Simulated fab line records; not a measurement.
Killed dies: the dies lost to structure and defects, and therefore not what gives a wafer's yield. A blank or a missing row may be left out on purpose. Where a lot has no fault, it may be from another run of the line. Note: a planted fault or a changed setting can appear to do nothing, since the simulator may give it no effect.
8D (eight disciplines) problem report, filled in by code / flow sfq line / the parts of the form that need people (team, actions taken, sign-off) are left out

== 1. PROBLEM STATEMENT ==
thk nm at SFQ_TRILAYER_I7_METRO_MEASURE_185 reads a mean of 501.1 nm on 6 wafers of 2 lots; wafers without a fault read 200.8 nm with a standard deviation of 1. That is +99 or more standard deviations from the usual mean.
First seen on wafer L935.3, day 80 19:11, on film metro-02. The record has a number at this step for 42 wafers belonging to 14 lots. Rule for "out" (also "out of limits"): further than 4 standard deviations from the usual mean. All remaining wafers that have a number are taken as sound.

== 2. WHAT IT IS AND WHAT IT IS NOT ==
question=which readings at this step | is=thk nm | is not=-
question=which lots | is=L935, L936 | is not=L927, L929, L932, L933, L934, L938, L945, L946, L947, L948, L949, L950
question=which wafers of those lots | is=all that have a number | is not=-
question=read on which tools | is=film metro-02, film metro-03 | is not=film metro-04
question=when | is=from day 80 19:11 | is not=up to then (15 sound wafers); but 21 sound wafers of L938, L945, L946, L947, L948, L949, L950 came after

== 3. THE SUSPECTS, EACH WITH WHAT RULES IT OUT ==
Counting: a tool at any process step up to the reading remains a suspect when it ran all the lots that are out and ran no sound lot after the first of those.
- cmp-01 at SFQ_TRILAYER_I7_CMP_CMP_184 (polishes SiO2): ruled out as a lasting fault. Following L935 (day 80 15:40), the first lot on it that is out, the sound lots L938, L948 were run on it.
Left after counting: nothing in the record.

== 4. THE CAUSE (what the simulator had put in) ==
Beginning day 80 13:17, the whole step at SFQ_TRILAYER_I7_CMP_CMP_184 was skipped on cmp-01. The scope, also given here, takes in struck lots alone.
The count ruled it out by mistake, since the rule takes a fault to strike every lot its tool runs from the start of the fault on, and this one did not do so.

== 5. THE CHAIN OF EFFECTS, in route order ==
One row per reading whose mean, taken over the struck wafers that have a number, lies over 3 standard deviations from the usual. Only readings whose record carries a usual standard deviation are examined. hours: median over the lots of the time between each lot's start at the first step of this table that gives one and its start at this step. sigmas: the change, counted in usual standard deviations.
hours=0; step=SFQ_TRILAYER_I7_METRO_MEASURE_185; reading=thk nm; usual=200.8 nm; on struck wafers=501.1; change=+300.3; sigmas=+99 or more
hours=87; step=SFQ_TRILAYER_I7_VIA_ETCH_VIA_ETCH_190; reading=oes product au; usual=0.856 a.u.; on struck wafers=1.613; change=+0.757; sigmas=+99 or more
The process steps in it:
- SFQ_TRILAYER_I7_METRO_MEASURE_185
- SFQ_TRILAYER_I7_VIA_ETCH_VIA_ETCH_190: etches SiO2 in CHF3, stops on Nb, target depth 260 nm.
Readings that are blank on the struck wafers while sound wafers have them: edge zone pressure frac at SFQ_TRILAYER_I7_CMP_CMP_184; head pressure psi at SFQ_TRILAYER_I7_CMP_CMP_184; motor current A at SFQ_TRILAYER_I7_CMP_CMP_184; time to endpoint s at SFQ_TRILAYER_I7_CMP_CMP_184.

== 6. HOW IT WOULD HAVE BEEN CAUGHT EARLIER ==
6 hours passed between the start of the fault at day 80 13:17 and the first reading out of limits in this record, taken at day 80 19:11.
At SFQ_TRILAYER_I7_CMP_CMP_184 the tool's readings are blank on the struck wafers, where sound wafers have them: an empty tool record is the first sign, and it was there at once.
